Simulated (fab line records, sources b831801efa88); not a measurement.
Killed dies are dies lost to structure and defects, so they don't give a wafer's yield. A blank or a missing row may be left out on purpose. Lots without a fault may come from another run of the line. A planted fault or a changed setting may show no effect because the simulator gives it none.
Which tool did it? | flow sky130 | 13 lots, 39 wafers sampled, at 5 steps of a route of 708

WHAT THE GAUGES READ, wafer by wafer
SKY_VT_ADJUST_NCORE_CD_MEAS_07: target cd 380 nm.
lot  | measured     | on        | cd_nm (nm)
L131 | day 8 14:22  | cd_sem-02 | 378.3 379.2 379.2
L132 | day 8 17:41  | cd_sem-02 | 381.3 380.0 378.5
L133 | day 9 02:30  | cd_sem-01 | 387.7 384.4 386.7
L134 | day 9 08:24  | cd_sem-01 | 380.7 378.4 378.8
L135 | day 9 14:41  | cd_sem-02 | 381.2 378.3 381.4
L136 | day 9 23:45  | cd_sem-02 | 385.9 387.7 385.4
L140 | day 11 06:55 | cd_sem-01 | 383.4 380.8 382.2
L146 | day 12 22:19 | cd_sem-02 | 377.4 377.8 379.5
L147 | day 13 08:35 | cd_sem-01 | 379.0 377.4 377.4
L148 | day 13 13:52 | cd_sem-02 | 382.8 379.7 381.7
L150 | day 14 04:50 | cd_sem-01 | 381.0 381.7 381.4
L151 | day 14 17:44 | cd_sem-01 | 379.3 381.2 379.5
L153 | day 15 10:14 | cd_sem-01 | 375.5 377.0 378.3

SKY_VT_ADJUST_HVTR_CD_MEAS_07: target cd 380 nm.
lot  | measured     | on        | cd_nm (nm)
L131 | day 9 11:20  | cd_sem-01 | 379.4 378.1 378.1
L132 | day 9 15:13  | cd_sem-01 | 378.8 379.0 377.9
L133 | day 10 00:39 | cd_sem-02 | 379.5 379.7 378.8
L134 | day 10 06:57 | cd_sem-02 | 379.5 379.6 379.7
L135 | day 10 12:46 | cd_sem-02 | 381.5 385.8 384.5
L136 | day 10 22:53 | cd_sem-02 | 383.9 383.2 382.2
L140 | day 12 06:54 | cd_sem-02 | 383.4 384.7 384.0
L146 | day 14 00:01 | cd_sem-01 | 383.2 381.8 383.9
L147 | day 14 10:43 | cd_sem-02 | 381.6 381.2 381.5
L148 | day 14 15:58 | cd_sem-02 | 379.4 381.9 380.1
L150 | day 15 07:35 | cd_sem-01 | 378.7 376.7 377.8
L151 | day 15 21:29 | cd_sem-02 | 379.8 379.4 380.6
L153 | day 16 14:56 | cd_sem-01 | 381.3 380.7 381.9

SKY_SONOS_TUNNEL_OVL_MEAS_08.
lot  | measured     | on         | SONOS_TUNNEL_OVL (nm)
L131 | day 11 09:32 | overlay-01 | 1.9 2.9 2.2
L132 | day 11 13:46 | overlay-01 | 2.4 2.3 3.5
L133 | day 11 23:40 | overlay-01 | -1.0 -0.5 0.2
L134 | day 12 06:14 | overlay-02 | -0.4 0.0 -0.7
L135 | day 12 12:52 | overlay-01 | 0.2 0.2 -0.4
L136 | day 12 23:53 | overlay-01 | -1.3 2.0 2.5
L140 | day 14 10:40 | overlay-02 | -0.7 -0.7 -0.6
L146 | day 16 07:06 | overlay-02 | -2.1 -2.2 -3.2
L147 | day 16 18:37 | overlay-01 | -1.1 -0.9 -0.5
L148 | day 16 23:42 | overlay-01 | 2.2 2.5 3.3
L150 | day 17 17:13 | overlay-02 | -0.3 -0.2 -1.9
L151 | day 18 07:58 | overlay-02 | 0.0 1.1 0.5
L153 | day 19 02:24 | overlay-01 | -0.4 0.4 0.0

SKY_GATE_OXIDE_TW_MEAS_14.
lot  | measured     | on            | GATE_OXIDE_TW
L131 | day 13 16:40 | film_metro-03 | 220.4 220.5 220.3
L132 | day 13 22:38 | film_metro-04 | 225.9 226.3 226.7
L133 | day 14 10:23 | film_metro-02 | 224.3 223.6 223.8
L134 | day 14 19:37 | film_metro-04 | 227.3 226.9 227.8
L135 | day 15 01:15 | film_metro-04 | 226.8 225.6 226.9
L136 | day 15 11:44 | film_metro-04 | 277.1 276.5 277.6 276.5 275.9 277.4
L140 | day 17 00:42 | film_metro-02 | 274.7 275.4 274.1 275.1 273.3 275.6
L146 | day 19 10:02 | film_metro-04 | 227.0 226.4 225.6
L147 | day 19 17:15 | film_metro-03 | 223.7 223.5 221.6
L148 | day 19 20:32 | film_metro-03 | 223.6 223.6 223.6
L150 | day 21 00:53 | film_metro-03 | 225.6 224.2 225.2
L151 | day 21 07:38 | film_metro-02 | 225.2 223.7 225.8
L153 | day 22 01:06 | film_metro-02 | 224.9 223.0 223.9

WHICH TOOL RAN EACH LOT (tool, then ch and the chambers of the sampled wafers, then the start)
lot  | SKY_GATE_OXIDE_IMPLANT_11
L131 | implanter-02 ch 0, day 13 16:20
L132 | implanter-02 ch 0, day 13 22:18
L133 | implanter-01 ch 0, day 14 10:02
L134 | implanter-03 ch 0, day 14 19:16
L135 | implanter-03 ch 0, day 15 00:55
L136 | implanter-02 ch 0, day 15 10:49
L140 | implanter-01 ch 0, day 16 23:56
L146 | implanter-02 ch 0, day 19 09:42
L147 | implanter-02 ch 0, day 19 16:54
L148 | implanter-01 ch 0, day 19 20:12
L150 | implanter-02 ch 0, day 21 00:32
L151 | implanter-03 ch 0, day 21 07:19
L153 | implanter-01 ch 0, day 22 00:47
- SKY_GATE_OXIDE_IMPLANT_11

WHAT THE TOOLS THEMSELVES READ (means of the sampled wafers that have a number; where no wafer has one, the mark that the record gives instead)
SKY_GATE_OXIDE_IMPLANT_11.
lot  | tool         | faraday_current_uA
L131 | implanter-02 | 14.86
L132 | implanter-02 | 14.89
L133 | implanter-01 | 14.48
L134 | implanter-03 | 14.65
L135 | implanter-03 | 14.48
L136 | implanter-02 | 14.70
L140 | implanter-01 | 14.63
L146 | implanter-02 | 14.63
L147 | implanter-02 | 14.88
L148 | implanter-01 | 14.66
L150 | implanter-02 | 14.35
L151 | implanter-03 | 14.83
L153 | implanter-01 | 14.58

THE ANSWER, worked out from the rows above alone
Rule: what is usual is taken from the lots themselves. Put in order of their means at a reading, lots are off if they are a third of the lots or fewer, leave a main group of 4 or more, and stand apart from it by a gap of 3 or more times the standard deviation of the main group's means; of several such gaps the widest counts. A main group whose means are all the same, to the digits that the tables above print for the reading, isn't used. A lot without any number at a reading at which 4 lots or more have one is off too. The other lots that the step has rows for count as sound. The gauges are gone through in route order, then the tools' own readings, and for those a lot's mean is taken as printed above. The first step at which some lot is off is used, and at that step the reading that is off furthest; a lot without a number counts as furthest.
Off: L136, L140, at SKY_GATE_OXIDE_TW_MEAS_14 (GATE_OXIDE_TW). The main group: mean 224.6, standard deviation 1.9.
A tool fits if, at a process step before that reading, it ran every lot that is off, and no sound lot after the first of them. The gauges at SKY_GATE_OXIDE_TW_MEAS_14 are tried like those tools. None of those tried fits.

WHAT THE SIMULATOR HAD PUT IN
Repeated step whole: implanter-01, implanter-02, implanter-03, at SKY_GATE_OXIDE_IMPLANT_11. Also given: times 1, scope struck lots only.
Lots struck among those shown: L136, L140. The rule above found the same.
